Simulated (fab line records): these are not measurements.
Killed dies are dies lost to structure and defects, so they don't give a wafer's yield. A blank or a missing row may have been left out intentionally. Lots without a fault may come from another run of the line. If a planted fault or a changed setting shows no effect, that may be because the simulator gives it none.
The tool behind it: which one?    flow gf180mcu    12 lots, 33 wafers sampled, at 8 steps of a route of 602

## WHAT EACH GAUGE READ, for each wafer
GF_STI_BOW_MEAS_00.
lot   measured     on            INCOMING_BOW (um)
L340  day 1 15:00  filmMetro-01  19 -1 -5
L341  day 1 20:00  filmMetro-01  2 3 10
L343  day 2 06:00  filmMetro-01  5 -1 8
L344  day 2 11:01  filmMetro-03  0 5 4
L345  day 2 16:04  filmMetro-02  -2 0 20
L346  day 2 21:00  filmMetro-01  -3 4 -4
L352  day 4 03:02  filmMetro-02  5 11
L354  day 4 13:02  filmMetro-01  -3 1
L355  day 4 18:05  filmMetro-01  4 5
L356  day 4 23:00  filmMetro-01  -13 0 12
L359  day 5 14:01  filmMetro-01  -7 -9 2
L361  day 6 00:00  filmMetro-01  -2 -10 5

GF_STI_THK_MEAS_02.
lot   measured     on            STI_OXIDATION_THK (nm)
L340  day 1 17:06  filmMetro-02  9.97 10.04 10.19
L341  day 1 22:47  filmMetro-02  10.11 9.98 9.82
L343  day 2 07:31  filmMetro-02  9.99 10.22 9.98
L344  day 2 12:31  filmMetro-03  9.80 9.84 9.99
L345  day 2 17:32  filmMetro-03  10.01 9.95 9.94
L346  day 2 22:31  filmMetro-01  9.96 9.84 9.96
L352  day 4 05:50  filmMetro-01  9.71 9.79
L354  day 4 14:53  filmMetro-02  9.68 9.85
L355  day 4 19:33  filmMetro-03  10.19 10.22
L356  day 5 01:58  filmMetro-01  9.97 10.12 10.01
L359  day 5 20:07  filmMetro-02  10.21 10.14 10.03
L361  day 6 05:46  filmMetro-02  10.06 10.04 9.94

GF_NWELL_TW_MEAS_11.
lot   measured     on            NWELL_TW
L340  day 3 13:04  filmMetro-03  1588 1585 1594
L341  day 3 20:14  filmMetro-04  1557 1552 1553
L343  day 4 07:10  filmMetro-02  1592 1579 1579
L344  day 4 10:59  filmMetro-04  1545 1545 1543
L345  day 4 16:27  filmMetro-04  1539 1547 1548
L346  day 4 22:56  filmMetro-02  1580 1586 1580
L352  day 6 06:11  filmMetro-02  1890 1889
L354  day 6 22:47  filmMetro-04  1846 1545
L355  day 7 06:57  filmMetro-04  1853 1556
L356  day 7 18:28  filmMetro-04  1556 1548 1538
L359  day 8 07:29  filmMetro-02  1584 1577 1578
L361  day 8 17:13  filmMetro-02  1578 1577 1572

GF_LVPWELL_TW_MEAS_11.
lot   measured     on            LVPWELL_TW
L340  day 4 02:58  filmMetro-03  561 562 559
L341  day 4 10:04  filmMetro-04  549 547 546
L343  day 4 21:13  filmMetro-02  564 563 564
L344  day 5 01:13  filmMetro-03  562 568 564
L345  day 5 06:38  filmMetro-03  565 564 564
L346  day 5 13:07  filmMetro-04  548 550 551
L352  day 6 20:38  filmMetro-02  1450 1449
L354  day 7 13:41  filmMetro-03  1437 562
L355  day 7 22:51  filmMetro-04  1409 547
L356  day 8 10:37  filmMetro-02  559 562 561
L359  day 8 23:46  filmMetro-03  560 556 555
L361  day 9 09:52  filmMetro-02  557 561 561

GF_MVSD_TW_MEAS_11.
lot   measured      on            MVSD_TW
L340  day 4 17:35   filmMetro-02  1600 1589 1591
L341  day 5 00:16   filmMetro-04  1556 1545 1551
L343  day 5 11:28   filmMetro-04  1548 1554 1559
L344  day 5 15:41   filmMetro-04  1548 1558 1552
L345  day 5 21:02   filmMetro-02  1585 1587 1596
L346  day 6 03:22   filmMetro-03  1589 1583 1580
L352  day 7 11:59   filmMetro-02  1891 1883
L354  day 8 06:11   filmMetro-02  1894 1590
L355  day 8 15:27   filmMetro-03  1877 1581
L356  day 9 03:37   filmMetro-03  1590 1591 1592
L359  day 9 17:19   filmMetro-02  1582 1590 1577
L361  day 10 03:28  filmMetro-02  1580 1583 1578

GF_MVPSD_OVL_MEAS_07.
lot   measured      on          MVPSD_OVL (nm)
L340  day 5 07:28   overlay-01  -0.9 -2.9 -1.2
L341  day 5 14:13   overlay-01  1.4 1.2 1.8
L343  day 6 01:05   overlay-01  -0.6 -0.7 -0.7
L344  day 6 05:23   overlay-02  1.6 0.7 1.3
L345  day 6 10:36   overlay-02  -2.4 -0.2 0.3
L346  day 6 16:29   overlay-02  -0.4 -0.1 1.4
L352  day 8 04:14   overlay-02  1.0 -0.8
L354  day 8 21:26   overlay-01  -0.1 1.0
L355  day 9 07:53   overlay-01  -1.0 -2.3
L356  day 9 20:59   overlay-02  -0.4 0.5 -1.8
L359  day 10 11:02  overlay-01  -0.2 -0.5 -1.4
L361  day 10 21:41  overlay-01  -2.8 -3.2 -1.3

## WHICH TOOL RAN EACH LOT (tool, then ch and the chambers of the sampled wafers, then the start)
lot   GF_DNWELL_COAT_02                GF_DNWELL_STRIP_08
L340  lithoTrack-02 ch 0, day 2 16:41  plasmaAsher-02 ch 0,1, day 2 23:37
L341  lithoTrack-02 ch 0, day 2 23:38  plasmaAsher-04 ch 0,1, day 3 05:59
L343  lithoTrack-02 ch 0, day 3 10:32  plasmaAsher-04 ch 0,1, day 3 17:35
L344  lithoTrack-01 ch 0, day 3 13:58  plasmaAsher-03 ch 0,1, day 3 20:28
L345  lithoTrack-03 ch 0, day 3 18:45  plasmaAsher-04 ch 0,1, day 4 02:10
L346  lithoTrack-03 ch 0, day 4 01:37  plasmaAsher-04 ch 0,1, day 4 08:32
L352  lithoTrack-03 ch 0, day 5 09:43  plasmaAsher-03 ch 0,1, day 5 16:37
L354  lithoTrack-03 ch 0, day 6 01:10  plasmaAsher-02 ch 0,1, day 6 07:43
L355  lithoTrack-03 ch 0, day 6 09:25  plasmaAsher-04 ch 0,1, day 6 16:31
L356  lithoTrack-02 ch 0, day 6 19:47  plasmaAsher-02 ch 0,1, day 7 03:04
L359  lithoTrack-01 ch 0, day 7 06:34  plasmaAsher-03 ch 0,1, day 7 14:16
L361  lithoTrack-01 ch 0, day 7 16:17  plasmaAsher-04 ch 0,1, day 8 00:49
- GF_DNWELL_COAT_02: resist thk 3000 nm.
- GF_DNWELL_STRIP_08: strips in O2/N2.

## WHAT THE TOOLS THEMSELVES READ (means of the sampled wafers that have a number; where no wafer has one, the mark that the record gives instead)
GF_DNWELL_COAT_02.
lot   tool           resistLineTempC (C)
L340  lithoTrack-02  22.93
L341  lithoTrack-02  23.02
L343  lithoTrack-02  22.95
L344  lithoTrack-01  23.19
L345  lithoTrack-03  23.05
L346  lithoTrack-03  22.91
L352  lithoTrack-03  22.91
L354  lithoTrack-03  22.94
L355  lithoTrack-03  23.11
L356  lithoTrack-02  23.03
L359  lithoTrack-01  23.14
L361  lithoTrack-01  23.13

GF_DNWELL_STRIP_08.
lot   tool            drypumpMotorCurrentA (A)  heaterPowerW (W)  oesProductAu (a.u.)  stripTimeToEndpointS (s)
L340  plasmaAsher-02  5.7                       323               0.724                37.06
L341  plasmaAsher-04  5.3                       382               0.723                37.04
L343  plasmaAsher-04  5.8                       353               0.725                37.01
L344  plasmaAsher-03  5.4                       331               0.724                37.06
L345  plasmaAsher-04  5.8                       355               0.718                36.96
L346  plasmaAsher-04  5.8                       361               0.722                36.91
L352  plasmaAsher-03  5.4                       343               0.718                20.37
L354  plasmaAsher-02  5.6                       332               0.720                28.71
L355  plasmaAsher-04  5.5                       363               0.722                28.67
L356  plasmaAsher-02  5.7                       323               0.727                36.94
L359  plasmaAsher-03  5.4                       351               0.721                37.09
L361  plasmaAsher-04  5.8                       355               0.727                37.27

## THE ANSWER, worked out from the rows above alone
Rule: the usual values come from the lots themselves. Put in order of their means at a reading, lots are off if they are a third of the lots or fewer, leave a main group of 4 or more, and stand apart from it by a gap of 3 or more times the standard deviation of the main group's means; of several such gaps the widest counts. If all means in a main group match to the digits the tables above print for the reading, that group is not used. Also off: a lot with no number at a reading for which 4 or more lots have one. Where the step has rows for the other lots, those lots are counted as sound. The gauges are gone through in route order, then the tools' own readings, and for those a lot's mean is taken as printed above. At the first step where some lot is off, the reading lying furthest off is the one used; lots without a number count as furthest.
Off: at GF_NWELL_TW_MEAS_11 (NWELL_TW), L352, L354, L355. Mean 1567 and standard deviation 18 in the main group.
If a tool, at a process step before that reading, ran all the lots that are off and no sound lot after the first of them, it fits. The gauges at GF_NWELL_TW_MEAS_11 aren't tried: what is off there is off at GF_DNWELL_STRIP_08 too, on other tools, and a gauge's error can't cause that. One fits: GF_DNWELL_COAT_02 on lithoTrack-03. A fault onset in the window from L346 (day 4 01:37, its last sound lot) to L352 (day 5 09:43, its first lot off) fits.

## WHAT THE SIMULATOR HAD PUT IN
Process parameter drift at GF_DNWELL_COAT_02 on lithoTrack-03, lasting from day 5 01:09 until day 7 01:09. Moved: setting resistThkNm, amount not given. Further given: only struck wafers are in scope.
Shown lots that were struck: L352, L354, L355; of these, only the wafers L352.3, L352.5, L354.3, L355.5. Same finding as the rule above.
